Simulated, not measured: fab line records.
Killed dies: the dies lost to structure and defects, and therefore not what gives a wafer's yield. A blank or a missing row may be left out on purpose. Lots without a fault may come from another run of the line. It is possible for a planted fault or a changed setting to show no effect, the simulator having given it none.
fab line records -- flow sky130
[record] lots = 6, wafers = 18, last-day = 50
route steps=708 shown LDD_HVN@274 LDD_HVP@278 PAD_OPEN@708
lots untouched by any fault: they come from a run of this same line in which no faults occurred
start-h: hours from the record's first day to the start of the lot's first wafer shown -- wait-h: hours from the lot's prior step to this one -- " unchanged from the row above -- L1.1+2: one row covering several wafers at once -- - either no value or no given start -- * or withheld: withheld -- < > ~ a bound
route shown NAME@n: a module of which the file shows steps, and the number in the route of the first -- usual: mean/standard deviation of fault-free wafers -- same: alike in all rows -- chamber/n: place in a boat -- sites: per-site readings -- _std_site: the values' standard deviation -- _edge_site: inner sites' mean taken away from outer sites' mean -- radius-mm: for every site, how far away it sits from the centre of the wafer -- mask NAME#n: copy n -- behind: the last tool/chamber to shape the wafer -- hold: what put the lot on hold/how long, in hours/how the hold closed -- device: transistor that didn't switch, given as n, p or np -- end of line: the tests these same wafers got at the end of their route -- a step given without rows: its recipe and nothing more -- killed: at the first sort, the dies lost to defects and structure; wafer yield is something else -- map: dies across one wafer; x = killed, . = not, _ = none there
set.NAME: the setting as run; set.NAME@STEP: as run at that earlier step -- model.NAME: the simulator's own value behind a step, which no gauge read
a table for each step, a row for each wafer; lots at some steps of the route
services: the hour from which a tool's chamber was out of use, counted from the record's first day as start-h (under 0 if before that day), plus the number of hours and why
[[steps]]
[step SKY_LDD_HVN_OVL_MEAS_07]
[usual] LDD_HVN_OVL = 0.1/1.4
lot.wafer,tool,chamber,start-h,wait-h,LDD_HVN_OVL[nm]
L105.3,overlay-02,-,490.68,0.1,1.9
L105.4,overlay-02,-,490.68,0.1,1.7
L105.6,overlay-02,-,490.68,0.1,2.7
L107.1,overlay-02,-,512.50,0.1,-1.7
L107.5,overlay-02,-,512.50,0.1,-0.2
L107.6,overlay-02,-,512.50,0.1,-1.8
L113.1,overlay-02,-,593.05,0.1,-1.1
L113.2,overlay-02,-,593.05,0.1,0.3
L113.6,overlay-02,-,593.05,0.1,-0.2
L115.1,overlay-01,-,597.72,0.1,1.4
L115.2,overlay-01,-,597.72,0.1,1.6
L115.3,overlay-01,-,597.72,0.1,0.4
L119.1,overlay-01,-,612.25,0.1,-0.6
L119.2,overlay-01,-,612.25,0.1,-1.7
L119.4,overlay-01,-,612.25,0.1,-1.0
L124.2,overlay-02,-,654.56,0.1,1.7
L124.4,overlay-02,-,654.56,0.1,0.8
L124.6,overlay-02,-,654.56,0.1,1.8
[step SKY_LDD_HVN_IMPLANT_08]
[recipe] species = P, energy-kev = 60, dose-cm2 = 3e+13, tilt-deg = 40
[step SKY_LDD_HVN_STRIP_09]
[recipe] chemistry = O2/N2, power-w = 1400, pressure-mtorr = 1500, platen-temp-c = withheld, o2-flow-sccm = 3000, n2-flow-sccm = 300, overash-fraction = 0.5
[usual] drypump-motor-current-A = 5.6/0.48, oes-product-au = 0.408/0.0048, strip-time-to-endpoint-s = 4.136/0.015
lot.wafer,tool,chamber,start-h,wait-h,drypump-motor-current-A,oes-product-au,rf-hours-counter-h,strip-time-to-endpoint-s
L105.3,plasma-asher-04,0,491.00,0.1,5.9,0.410,-,4.157
L105.4,plasma-asher-04,1,491.00,0.1,5.7,0.407,-,4.122
L105.6,plasma-asher-04,0,491.00,0.1,5.8,0.407,-,4.152
L107.1,plasma-asher-02,1,512.68,0.1,4.7,0.410,8,4.144
L107.5,plasma-asher-02,0,512.68,0.1,5.7,0.413,-,4.147
L107.6,plasma-asher-02,1,512.68,0.1,4.7,0.409,-,4.143
L113.1,plasma-asher-02,0,593.23,0.1,5.7,0.401,15,4.126
L113.2,plasma-asher-02,1,593.23,0.1,4.7,0.412,15,4.126
L113.6,plasma-asher-02,1,593.23,0.1,4.7,0.416,-,4.111
L115.1,plasma-asher-02,0,597.91,0.1,5.7,0.416,15,4.150
L115.2,plasma-asher-02,1,597.91,0.1,4.8,0.400,15,4.155
L115.3,plasma-asher-02,0,597.91,0.1,5.7,0.406,-,4.148
L119.1,plasma-asher-03,1,612.43,0.1,5.9,0.409,78,4.116
L119.2,plasma-asher-03,0,612.43,0.1,6.2,0.409,78,4.122
L119.4,plasma-asher-03,0,612.43,0.1,6.2,0.405,-,4.126
L124.2,plasma-asher-04,1,654.74,0.1,5.8,0.403,99,4.130
L124.4,plasma-asher-04,1,654.74,0.1,5.8,0.406,-,4.147
L124.6,plasma-asher-04,1,654.74,0.1,5.8,0.404,-,4.144
[step SKY_LDD_HVN_TW_MEAS_10]
[usual] LDD_HVN_TW = 1444/7.1
lot.wafer,tool,chamber,start-h,wait-h,LDD_HVN_TW
L105.3,film-metro-03,-,491.09,0.1,1452
L105.4,film-metro-03,-,491.09,0.1,1447
L105.6,film-metro-03,-,491.09,0.1,1457
L107.1,film-metro-02,-,512.78,0.1,1442
L107.5,film-metro-02,-,512.78,0.1,1444
L107.6,film-metro-02,-,512.78,0.1,1438
L113.1,film-metro-04,-,593.33,0.1,1444
L113.2,film-metro-04,-,593.33,0.1,1441
L113.6,film-metro-04,-,593.33,0.1,1439
L115.1,film-metro-04,-,598.01,0.1,1437
L115.2,film-metro-04,-,598.01,0.1,1438
L115.3,film-metro-04,-,598.01,0.1,1445
L119.1,film-metro-02,-,612.53,0.1,1438
L119.2,film-metro-02,-,612.53,0.1,1437
L119.4,film-metro-02,-,612.53,0.1,1438
L124.2,film-metro-04,-,654.85,0.1,1451
L124.4,film-metro-04,-,654.85,0.1,1442
L124.6,film-metro-04,-,654.85,0.1,1452
[step SKY_LDD_HVP_DEHYDRATE_00]
[recipe] temp-c = 200, time-s = 60
[step SKY_LDD_HVP_HMDS_01]
[recipe] prime-time-s = 60, prime-temp-c = 120
[step SKY_LDD_HVP_COAT_02]
[recipe] resist = NOVOLAK, spin-rpm = 3000, resist-thk-nm = 300
[step SKY_LDD_HVP_SOFTBAKE_03]
[recipe] temp-c = 90, time-s = 60, resist = NOVOLAK
[step SKY_LDD_HVP_EXPOSE_04]
[recipe] mask-id = HVPTM, na = 0.6, source-shape = conventional, sigma-outer = 0.6, polarization = unpolarized, target-cd-nm = 700, dose-mj = 86
[step SKY_LDD_HVP_PEB_05]
[recipe] temp-c = withheld, time-s = *, resist = NOVOLAK
[step SKY_LDD_HVP_DEVELOP_06]
[recipe] resist = NOVOLAK, developer = TMAH, develop-time-s = 60, dev-temp-c = 23
[step SKY_LDD_HVP_OVL_MEAS_07]
[usual] LDD_HVP_OVL = 0.8/1.3
lot.wafer,tool,chamber,start-h,wait-h,LDD_HVP_OVL[nm]
L105.3,overlay-02,-,520.97,0.1,1.7
L105.4,overlay-02,-,520.97,0.1,3.0
L105.6,overlay-02,-,520.97,0.1,4.7
L107.1,overlay-02,-,542.71,0.1,3.3
L107.5,overlay-02,-,542.71,0.1,2.0
L107.6,overlay-02,-,542.71,0.1,2.7
L113.1,overlay-01,-,622.57,0.1,-1.1
L113.2,overlay-01,-,622.57,0.1,-0.3
L113.6,overlay-01,-,622.57,0.1,-1.0
L115.1,overlay-02,-,626.56,0.1,1.6
L115.2,overlay-02,-,626.56,0.1,-0.5
L115.3,overlay-02,-,626.56,0.1,0.6
L119.1,overlay-01,-,640.92,0.1,1.4
L119.2,overlay-01,-,640.92,0.1,1.4
L119.4,overlay-01,-,640.92,0.1,1.9
L124.2,overlay-01,-,682.46,0.1,0.9
L124.4,overlay-01,-,682.46,0.1,-0.7
L124.6,overlay-01,-,682.46,0.1,0.7
[step SKY_LDD_HVP_IMPLANT_08]
[recipe] species = B, energy-kev = 20, dose-cm2 = 1.7e+13, tilt-deg = 17.9
[usual] dose-ions-cm2 = 1.6993e+13/1.9e+10
lot.wafer,tool,chamber,start-h,wait-h,dose-ions-cm2
L105.3,implanter-03,0,521.04,0.1,1.698e+13
L105.4,implanter-03,0,521.04,0.1,1.6987e+13
L105.6,implanter-03,0,521.04,0.1,1.6999e+13
L107.1,implanter-04,0,542.74,0.0,1.7006e+13
L107.5,implanter-04,0,542.74,0.0,1.6986e+13
L107.6,implanter-04,0,542.74,0.0,1.6992e+13
L113.1,implanter-04,0,622.61,0.0,1.6703e+13
L113.2,implanter-04,0,622.61,0.0,1.673e+13
L113.6,implanter-04,0,622.61,0.0,1.6743e+13
L115.1,implanter-04,0,626.59,0.0,1.673e+13
L115.2,implanter-04,0,626.59,0.0,1.6716e+13
L115.3,implanter-04,0,626.59,0.0,1.6731e+13
L119.1,implanter-03,0,640.96,0.0,1.6985e+13
L119.2,implanter-03,0,640.96,0.0,1.7006e+13
L119.4,implanter-03,0,640.96,0.0,1.7018e+13
L124.2,implanter-03,0,682.52,0.0,1.6969e+13
L124.4,implanter-03,0,682.52,0.0,1.697e+13
L124.6,implanter-03,0,682.52,0.0,1.7001e+13
[step SKY_LDD_HVP_STRIP_09]
[recipe] chemistry = O2/N2, power-w = 1400, pressure-mtorr = 1500, platen-temp-c = withheld, o2-flow-sccm = 3000, n2-flow-sccm = 300, overash-fraction = 0.5
[usual] drypump-motor-current-A = 5.5/0.37, oes-product-au = 0.409/0.0045, strip-time-to-endpoint-s = 4.129/0.015
lot.wafer,tool,chamber,start-h,wait-h,drypump-motor-current-A,oes-product-au,rf-hours-counter-h,strip-time-to-endpoint-s
L105.3,plasma-asher-01,0,521.18,0.1,5.4,0.408,-,4.163
L105.4,plasma-asher-01,1,521.18,0.1,5.3,0.413,-,4.139
L105.6,plasma-asher-01,0,521.18,0.1,5.4,0.408,-,4.117
L107.1,plasma-asher-01,0,542.89,0.1,5.4,0.407,43,4.117
L107.5,plasma-asher-01,0,542.89,0.1,5.4,0.405,-,4.125
L107.6,plasma-asher-01,1,542.89,0.1,5.3,0.403,-,4.117
L113.1,plasma-asher-01,1,622.76,0.1,5.3,0.410,51,4.112
L113.2,plasma-asher-01,0,622.76,0.1,5.4,0.413,51,4.114
L113.6,plasma-asher-01,1,622.76,0.1,5.3,0.410,-,4.113
L115.1,plasma-asher-04,0,626.74,0.1,5.9,0.411,95,4.115
L115.2,plasma-asher-04,1,626.74,0.1,5.8,0.406,95,4.095
L115.3,plasma-asher-04,0,626.74,0.1,5.9,0.410,-,4.132
L119.1,plasma-asher-01,1,641.11,0.1,5.3,0.413,54,4.134
L119.2,plasma-asher-01,0,641.11,0.1,5.4,0.403,54,4.122
L119.4,plasma-asher-01,0,641.11,0.1,5.4,0.408,-,4.108
L124.2,plasma-asher-02,1,682.64,0.1,4.7,0.406,25,4.118
L124.4,plasma-asher-02,0,682.64,0.1,5.7,0.408,-,4.113
L124.6,plasma-asher-02,0,682.64,0.1,5.7,0.412,-,4.120
[step SKY_PAD_OPEN_PROBE_99]
[usual] killed_at_M0_to_M3 = 43/7.8, killed_at_M4_up = 3.2/1.7, killed-at-contacts = 24/5.2, killed-at-front-end = 15/4.5, killed-at-other = 0.4/0.65, killed-dies = 87/9.1, killed-open = 47/7.3, killed-short = 40/6.5
[same] gross-dies = 492, killed-at-back-side = 0
lot.wafer,tool,chamber,start-h,wait-h,killed_at_M0_to_M3,killed_at_M4_up,killed-at-contacts,killed-at-front-end,killed-at-other,killed-dies,killed-open,killed-short
L105.3,prober-01,-,1091.08,0.2,46,1,24,11,0,82,43,39
L105.4,prober-01,-,1091.13,0.2,45,1,21,15,0,82,44,38
L105.6,prober-01,-,1091.23,0.2,36,3,21,24,0,84,57,27
L107.1,prober-01,-,1105.17,0.1,38,2,27,19,1,87,53,34
L107.5,prober-01,-,1105.37,0.2,50,5,22,19,0,96,50,45
L107.6,prober-01,-,1105.42,0.2,35,2,33,13,3,86,41,44
L113.1,prober-01,-,1156.67,0.1,40,1,21,12,0,74,41,33
L113.2,prober-01,-,1156.72,0.1,53,2,32,7,0,94,45,49
L113.6,prober-01,-,1156.92,0.2,39,1,23,18,1,82,52,27
L115.1,prober-01,-,1162.29,0.1,48,2,15,15,1,81,40,41
L115.2,prober-01,-,1162.34,0.1,55,3,23,13,0,94,57,37
L115.3,prober-01,-,1162.39,0.2,52,4,24,12,0,92,59,33
L119.1,prober-02,-,1172.88,0.1,45,1,19,21,0,86,35,51
L119.2,prober-02,-,1172.93,0.1,50,6,32,15,0,103,50,53
L119.4,prober-02,-,1173.03,0.2,45,1,22,25,0,93,49,44
// killed by level:class
L105.3 METAL2:geometric-particle:short=10 VIA1:geometric-particle:open=9 VIA2:geometric-particle:open=9 LI_CONTACT:geometric-particle:open=8 CONTACT:geometric-particle:open=8 LOCAL_INTERCONNECT:geometric-particle:short=5 VIA3:geometric-particle:short=4 METAL1:geometric-particle:short=3
L105.4 VIA1:geometric-particle:open=14 VIA1:geometric-particle:short=9 FIELD_ISO:geometric-particle:open=6 LI_CONTACT:geometric-particle:open=6 METAL1:geometric-particle:short=6 METAL2:geometric-particle:short=5 CONTACT:geometric-particle:open=5 CONTACT:geometric-particle:short=4
L105.6 VIA1:geometric-particle:open=12 POLY_GATE:geometric-particle:open=8 VIA2:geometric-particle:open=8 FIELD_ISO:geometric-particle:open=7 LI_CONTACT:geometric-particle:open=7 CONTACT:geometric-particle:open=6 FIELD_ISO:geometric-particle:short=4 LI_CONTACT:geometric-particle:short=3
L107.1 VIA1:geometric-particle:open=10 LI_CONTACT:geometric-particle:open=9 VIA2:geometric-particle:open=9 METAL2:geometric-particle:short=8 CONTACT:geometric-particle:open=8 FIELD_ISO:geometric-particle:open=5 FIELD_ISO:geometric-particle:short=4 CONTACT:geometric-particle:short=4
L107.5 VIA1:geometric-particle:open=15 METAL1:geometric-particle:short=11 CONTACT:geometric-particle:open=10 VIA3:geometric-particle:open=7 FIELD_ISO:geometric-particle:open=6 VIA3:geometric-particle:short=6 FIELD_ISO:geometric-particle:short=5 LI_CONTACT:geometric-particle:open=4
L107.6 CONTACT:geometric-particle:open=13 VIA1:geometric-particle:open=10 LOCAL_INTERCONNECT:geometric-particle:short=7 CONTACT:geometric-particle:short=6 POLY_GATE:geometric-particle:open=5 VIA1:geometric-particle:short=5 FIELD_ISO:geometric-particle:short=4 LI_CONTACT:geometric-particle:open=4
L113.1 METAL2:geometric-particle:short=8 VIA1:geometric-particle:open=8 CONTACT:geometric-particle:open=7 FIELD_ISO:geometric-particle:open=5 LOCAL_INTERCONNECT:geometric-particle:open=5 VIA3:geometric-particle:open=5 FIELD_ISO:geometric-particle:short=4 LOCAL_INTERCONNECT:geometric-particle:short=3
L113.2 VIA1:geometric-particle:open=10 LOCAL_INTERCONNECT:geometric-particle:short=10 VIA3:geometric-particle:open=10 CONTACT:geometric-particle:short=8 CONTACT:geometric-particle:open=7 VIA1:geometric-particle:short=7 METAL1:geometric-particle:short=5 VIA2:geometric-particle:open=5
L113.6 VIA3:geometric-particle:open=10 VIA1:geometric-particle:open=9 CONTACT:geometric-particle:open=9 LI_CONTACT:geometric-particle:open=6 VIA2:geometric-particle:open=5 FIELD_ISO:geometric-particle:open=4 FIELD_ISO:geometric-particle:short=4 VIA2:geometric-particle:short=4
L115.1 VIA1:geometric-particle:open=11 METAL1:geometric-particle:short=10 VIA2:geometric-particle:short=6 VIA3:geometric-particle:open=6 METAL2:geometric-particle:short=6 CONTACT:geometric-particle:open=5 FIELD_ISO:geometric-particle:short=4 POLY_GATE:geometric-particle:open=4
L115.2 VIA3:geometric-particle:open=12 VIA2:geometric-particle:open=11 VIA1:geometric-particle:open=9 CONTACT:geometric-particle:open=8 LI_CONTACT:geometric-particle:open=7 VIA1:geometric-particle:short=7 LOCAL_INTERCONNECT:geometric-particle:short=6 METAL2:geometric-particle:short=4
L115.3 CONTACT:geometric-particle:open=11 VIA1:geometric-particle:open=11 VIA2:geometric-particle:open=11 METAL2:geometric-particle:short=6 VIA3:geometric-particle:open=6 VIA1:geometric-particle:short=5 LI_CONTACT:geometric-particle:open=5 METAL1:geometric-particle:short=4
L119.1 METAL2:geometric-particle:short=9 METAL1:geometric-particle:short=8 VIA2:geometric-particle:open=8 LOCAL_INTERCONNECT:geometric-particle:short=6 CONTACT:geometric-particle:open=6 VIA1:geometric-particle:short=6 FIELD_ISO:geometric-particle:open=5 POLY_GATE:geometric-particle:short=5
L119.2 CONTACT:geometric-particle:open=13 METAL1:geometric-particle:short=9 LI_CONTACT:geometric-particle:open=7 VIA1:geometric-particle:open=7 CONTACT:geometric-particle:short=6 METAL4:geometric-particle:short=6 VIA2:geometric-particle:short=6 VIA3:geometric-particle:open=5
L119.4 POLY_GATE:geometric-particle:short=10 VIA1:geometric-particle:open=8 LI_CONTACT:geometric-particle:open=8 CONTACT:geometric-particle:open=8 METAL2:geometric-particle:short=6 VIA2:geometric-particle:open=6 VIA3:geometric-particle:open=5 FIELD_ISO:geometric-particle:short=4
[[services]]
tool,chamber,start-h,hours,kind
plasma-asher-02,-,472.71,2.8,pm
implanter-04,-,481.33,2.3,repair
implanter-04,-,495.05,1.2,repair
plasma-asher-02,-,506.82,0.8,repair
plasma-asher-02,-,547.54,4.0,repair
implanter-04,-,599.86,2.6,repair
plasma-asher-03,-,622.40,82.2,repair
implanter-04,-,648.52,3.4,pm
implanter-04,-,654.50,4.2,repair
implanter-04,-,677.94,5.8,repair
[[key]]
[first-sign] step = SKY_LDD_HVP_IMPLANT_08, reading = dose-ions-cm2, direction = down, sigmas = 14, usual = *, struck = *
effect none on later readings
met-at SKY_LDD_HVP_IMPLANT_08
struck-wafers L113.1,L113.2,L113.6,L115.1,L115.2,L115.3
tester-left-out L113,L115
onset-between 542.74 622.61
[fault] kind = process-parameter-drift, tool = implanter-04, chamber = -, onset-h = 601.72, steps = SKY_LDD_HVP_IMPLANT_08, channel = dose-cm2, offset = *, shape = step, end-h = 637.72, acts-in = *, stated = *
// tester-left-out: of these lots the tester's yield and bins aren't shown, on N5 and GAA mostly nor the transistor test; their killed dies are dies lost to structure and defects alone, not to doping, threshold or leakage, so they don't give the yield
